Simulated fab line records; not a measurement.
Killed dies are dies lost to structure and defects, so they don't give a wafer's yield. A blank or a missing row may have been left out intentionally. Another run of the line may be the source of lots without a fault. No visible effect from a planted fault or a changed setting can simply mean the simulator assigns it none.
Chamber matching | flow sky130 | cmp-01 running SKY_VIA4_CMP_21: 4 sister chambers
The step polishes, stops on SiO2, t overpolish 25 s, target thk 0 nm. 4 wafers are shown with their chamber, then 7 later ones without.

WAFERS, EACH WITH ITS CHAMBER
wafer  | chamber | motorCurrentA (A)
L398.2 | 2       | 8.4
L398.3 | 0       | 11.9
L399.3 | 1       | 11.9
L399.5 | 3       | 11.5

WAFERS WITH NO CHAMBER GIVEN
wafer  | motorCurrentA (A)
L399.6 | 8.2
L401.1 | 10.6
L401.2 | 8.2
L401.4 | 10.7
L403.2 | 11.9
L403.4 | 11.4
L403.6 | 10.9

WHICH CHAMBER EACH WENT THROUGH
wafer  | from the rows above          | in truth
L399.6 | 2                            | 2
L401.1 | can't be placed: 3 or 0 or 1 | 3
L401.2 | 2                            | 2
L401.4 | can't be placed: 3 or 0 or 1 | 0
L403.2 | can't be placed: 0 or 1 or 3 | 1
L403.4 | can't be placed: 3 or 0 or 1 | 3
L403.6 | can't be placed: 3 or 0 or 1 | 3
Correctly placed: 2 of 7. From these rows, 5 cannot be placed; in 5 the true chamber is one of the candidates. 0 placed wrongly.
How it was worked out, from the rows above alone: a wafer's distance from a chamber is the root of the sum, over the readings, of the square of ((its reading less the chamber's mean) divided by the reading's scatter). The wafer belongs to the nearest chamber; if the next one is less than 2 further off, it can't be placed. For every chamber, the mean is computed from those of its wafers that are shown. The scatter: root of mean squared gap, hidden wafer to nearest shown wafer, with one shown wafer a chamber.
